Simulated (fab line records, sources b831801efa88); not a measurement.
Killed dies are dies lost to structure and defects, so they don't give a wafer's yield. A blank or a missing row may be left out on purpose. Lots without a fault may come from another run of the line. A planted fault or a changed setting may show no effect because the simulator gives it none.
A struck lot beside a sound one | flow sky130 | 21 steps out of a route of 708
Sound: wafers L233.2, L233.3, L233.4. Struck: wafers L242.2, L242.4, L242.5. The cause comes at the end.
At each step with rows: each side's tool, then ch and its chambers, then its first start. Under that, the readings that differ: sound wafers | struck wafers | difference of the means | sigmas: that difference in standard deviations of wafers without a fault.
alike: readings whose means differ by less than 2 such deviations, and words and numbers that are the same on both sides. not compared: withheld readings, readings that some wafer has no value for, bounds like >300 that may hide the same value, and numbers for which the record gives no deviation and whose values overlap.
The two part at a step that has a row with sigmas, a row that says differs or no value, or rows on one side only. Numbers that don't overlap but have no deviation are shown without sigmas and don't part them. A reading that every wafer of one side lacks parts them only if that side has two wafers or more.

SKY_POLY_GATE_THK_MEAS_21:
  sound on film_metro-03, day 17 02:55; struck on film_metro-03, day 20 17:49
  reading                      | sound          | struck         | difference | sigmas
  POLY_GATE_OXIDATION_THK (nm) | 4.11 4.14 4.07 | 3.80 3.85 3.79 | -0.29      | -4
SKY_POLY_GATE_CD_MEAS_22:
  sound on cd_sem-01, day 17 03:00; struck on cd_sem-01, day 20 17:53
  alike: cd_nm
then, 7 steps without rows for these wafers: SKY_LDD_N_DEHYDRATE_00 (time 60 s); SKY_LDD_N_HMDS_01 (prime time 60 s); SKY_LDD_N_COAT_02 (resist thk 300 nm); SKY_LDD_N_SOFTBAKE_03 (time 60 s); SKY_LDD_N_EXPOSE_04 (exposes mask NTM, target cd 840 nm); SKY_LDD_N_PEB_05; SKY_LDD_N_DEVELOP_06 (develop time 60 s).
SKY_LDD_N_OVL_MEAS_07:
  sound on overlay-02, day 18 08:32; struck on overlay-02, day 22 00:38
  alike: LDD_N_OVL
then, 2 steps without rows for these wafers: SKY_LDD_N_IMPLANT_08; SKY_LDD_N_IMPLANT_09.
SKY_LDD_N_IMPLANT_10:
  sound on implanter-03 ch 0, day 18 08:54; struck on implanter-01 ch 0, day 22 00:59
  reading                   | sound             | struck            | difference | sigmas
  implant_ion_amu           | 75 75 75          | 31 31 31          | -44        |
  model.implant.rp_nm (nm)  | 15.45 15.45 15.45 | 28.04 28.04 28.04 | +12.59     |
  model.implant.drp_nm (nm) | 7.212 7.212 7.212 | 12.97 12.97 12.97 | +5.76      |
then, 5 steps without rows for these wafers: SKY_LDD_N_IMPLANT_11; SKY_LDD_N_IMPLANT_12; SKY_LDD_N_IMPLANT_13; SKY_LDD_N_IMPLANT_14; SKY_LDD_N_IMPLANT_15.
SKY_LDD_N_STRIP_16: strips in O2/N2.
  sound on plasma_asher-02 ch 0,1, day 18 09:46; struck on plasma_asher-04 ch 0,1, day 22 01:52
  reading                      | sound             | struck            | difference | sigmas
  strip_time_to_endpoint_s (s) | 4.327 4.318 4.334 | 4.224 4.236 4.225 | -0.098     | -8
  alike: drypump_motor_current_A, oes_product_au
  not compared: rf_hours_counter_h
SKY_LDD_N_TW_MEAS_17:
  sound on film_metro-03, day 18 09:53; struck on film_metro-03, day 22 01:58
  reading  | sound          | struck         | difference | sigmas
  LDD_N_TW | 2571 2583 2575 | 2524 2505 2526 | -58        | -2
-- the record jumps here: 27 days lie between the struck wafers' starts before and after (it left off in module LDD_N and takes up again in module PAD_OPEN, whose first step shown is number 708 of the route) --
SKY_PAD_OPEN_PROBE_99:
  sound on prober-01, day 46 16:57; struck on prober-01, day 48 16:22
  reading                                   | sound             | struck            | difference | sigmas
  model.etest.tip_n.rs_ohm_sq               | 450 443.9 443.5   | 386.5 387.8 386.5 | -58.9      |
  model.etest.nfet_01v8_lvt.drive_ua_um     | 572.4 584.7 580.4 | 627.8 633.8 624.3 | +49.5      |
  model.etest.nfet_01v8_turned.drive_ua_um  | 489.4 508.4 506.6 | 558.2 568.4 555.5 | +59.2      |
  model.etest.nfet_01v8.drive_ua_um         | 492.5 504.2 509   | 550.8 557.2 544.5 | +48.9      |
  model.etest.sram_nfet_pass.drive_ua_um    | 474.8 495.3 489   | 530.2 553.9 542.9 | +56.0      |
  model.etest.nfet_01v8_swapped.drive_ua_um | 490.9 514.8 507.6 | 544 552.6 542.4   | +42        |
  model.etest.nfet_01v8.r_on_ohm_um         | 843.9 827.3 831   | 814.5 796.4 812.6 | -26.2      |
  alike: killed_at_M0_to_M3, killed_at_M4_up, killed_at_contacts, killed_at_front_end, killed_at_other, killed_dies, killed_on_rim, killed_open, killed_short
  not compared: model.etest.res_ndiff.rs_ohm_sq

WHERE THEY PART
First at SKY_POLY_GATE_THK_MEAS_21; last, within this record, at SKY_LDD_N_TW_MEAS_17. Later steps at which nothing parts them and some readings are alike: SKY_PAD_OPEN_PROBE_99.

WHY: what the simulator had put in
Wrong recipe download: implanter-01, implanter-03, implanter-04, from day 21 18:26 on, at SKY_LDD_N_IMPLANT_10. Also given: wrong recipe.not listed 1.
